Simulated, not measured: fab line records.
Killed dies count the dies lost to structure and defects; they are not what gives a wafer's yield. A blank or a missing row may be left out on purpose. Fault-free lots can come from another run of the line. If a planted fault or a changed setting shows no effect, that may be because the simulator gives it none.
Chamber matching -- flow sky130 -- rieDiel-04 running SKY_FIELD_ISO_ETCH_15: 4 sister chambers
The step etches the open film in CHF3/O2, stops on Si, target depth 180 nm, time 72 s. 8 wafers are shown with their chamber, then 7 later ones without.

EACH WAFER AND ITS CHAMBER
wafer,chamber,drypumpMotorCurrentA (A),throttleValvePct (%)
L971.5,1,4.7,8.853
L976.3,3,5.2,8.836
L976.5,2,5.5,8.847
L980.3,0,6.3,8.831
L980.5,3,5.3,8.844
L980.6,0,6.2,8.841
L981.1,2,5.5,8.843
L981.5,1,4.7,8.848

WAFERS WITHOUT THEIR CHAMBER
wafer,drypumpMotorCurrentA (A),throttleValvePct (%)
L981.6,5.5,8.858
L983.1,4.8,8.839
L983.6,6.3,8.854
L984.1,4.8,8.861
L984.2,6.3,8.836
L985.1,5.5,8.870
L985.5,4.7,8.856

EACH ONE'S CHAMBER
wafer,from the rows above,in truth
L981.6,2,2
L983.1,1,1
L983.6,0,0
L984.1,1,1
L984.2,0,0
L985.1,2,2
L985.5,1,1
Placed correctly: 7 of 7. Left unplaced by these rows: 0. 0 placed wrongly.
How it was worked out, from the rows above alone: a wafer's distance from a chamber is the root of the sum, over the readings, of the square of ((its reading less the chamber's mean) divided by the reading's scatter). The wafer belongs to the nearest chamber; if the next one is less than 2 further off, it can't be placed. For every chamber, the mean is computed from those of its wafers that are shown. The scatter is the square root of a quotient: the sum, over the shown wafers, of each reading's squared deviation from its chamber's mean, divided by wafers minus chambers.
